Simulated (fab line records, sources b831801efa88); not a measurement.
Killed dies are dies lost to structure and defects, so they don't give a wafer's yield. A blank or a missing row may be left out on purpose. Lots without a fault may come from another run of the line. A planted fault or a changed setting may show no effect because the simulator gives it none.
Problem report in the 8D (eight disciplines) form, filled by code | flow sky130 | the parts of the form that need people (team, actions taken, sign-off) are left out

1. THE PROBLEM
killed_at_front_end at SKY_PAD_OPEN_PROBE_99 reads a mean of 136 on 2 wafers of 2 lots; wafers without a fault read 16 with a standard deviation of 4.5. That is +27 standard deviations from the usual mean.
First seen on wafer L618.5, day 50 03:53, on prober-02. The record holds 6 wafers of 2 lots with a number at this step. Rule for "out", or "out of limits": more than 4 standard deviations from the usual mean. The other wafers with a number count as sound.

2. WHAT IT IS AND WHAT IT IS NOT
question                    | is                                              | is not
which readings at this step | killed_at_front_end, killed_dies, killed_on_rim | killed_at_M0_to_M3, killed_at_M4_up, killed_at_contacts, killed_at_other, killed_open, killed_short
which lots                  | L618, L620                                      | -
which wafers of those lots  | L618.5, L620.1                                  | L618.1, L618.4, L620.2, L620.3
read on which tools         | prober-02                                       | -
when                        | from day 50 03:53                               | up to then (2 sound wafers); but 2 sound wafers of L620 came after

3. SUSPECTS, AND WHAT RULES EACH OUT
Counting: a tool at a process step up to the reading stays a suspect if it ran every lot that is out. Sound lots after the first of them don't rule it out here, since some wafers of a struck lot are sound.
- cmp-01 at SKY_FIELD_ISO_CMP_27 (polishes, stops on Si3N4, t overpolish 16 s, target thk 457.8 nm): kept. It ran every lot that is out, first L618 (day 5 12:50).
- prober-02 at SKY_PAD_OPEN_PROBE_99: kept. It ran every lot that is out, first L618 (day 50 03:41). Its own readings are out on those wafers: killed_at_front_end, killed_dies, killed_on_rim.
- Within cmp-01 at SKY_FIELD_ISO_CMP_27: the wafers that are out ran in chamber 1; their sound lot-mates ran in chambers 0, 2, 3.
Left after counting: cmp-01 at SKY_FIELD_ISO_CMP_27, prober-02 at SKY_PAD_OPEN_PROBE_99.

4. THE CAUSE (what the simulator had put in)
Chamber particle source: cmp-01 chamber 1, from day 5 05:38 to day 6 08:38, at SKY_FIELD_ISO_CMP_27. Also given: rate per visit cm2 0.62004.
Counting left 2 suspects, and this tool is among them.

5. THE CHAIN OF EFFECTS, in route order
Each row: a reading whose mean over the struck wafers that have a number lies more than 3 standard deviations from the usual. Only readings for which the record gives a usual standard deviation are gone through. hours: the time from each lot's start at the first step in this table that gives one to its start at this step, as a median over the lots. sigmas: the change in usual standard deviations.
hours | step                  | reading             | usual | on struck wafers | change | sigmas
0     | SKY_PAD_OPEN_PROBE_99 | killed_at_front_end | 16    | 136              | +120   | +27
0     | SKY_PAD_OPEN_PROBE_99 | killed_dies         | 87    | 194              | +107   | +12
0     | SKY_PAD_OPEN_PROBE_99 | killed_on_rim       | 16    | 39               | +23    | +6.4
The process steps in it:
- SKY_PAD_OPEN_PROBE_99

6. WHAT WOULD HAVE CAUGHT IT SOONER
In this record the first reading out of limits was taken at day 50 03:53, 1078 hours after the fault began at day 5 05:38.
Of the tool readings at SKY_FIELD_ISO_CMP_27 for which the record gives a usual standard deviation, none was out on any struck wafer, so an alarm limit of 4 standard deviations on them would not have fired.
All the lots that are out (2) had begun SKY_FIELD_ISO_CMP_27 on cmp-01 by day 50 03:53. A hold on the tool at that time would have spared none of them.
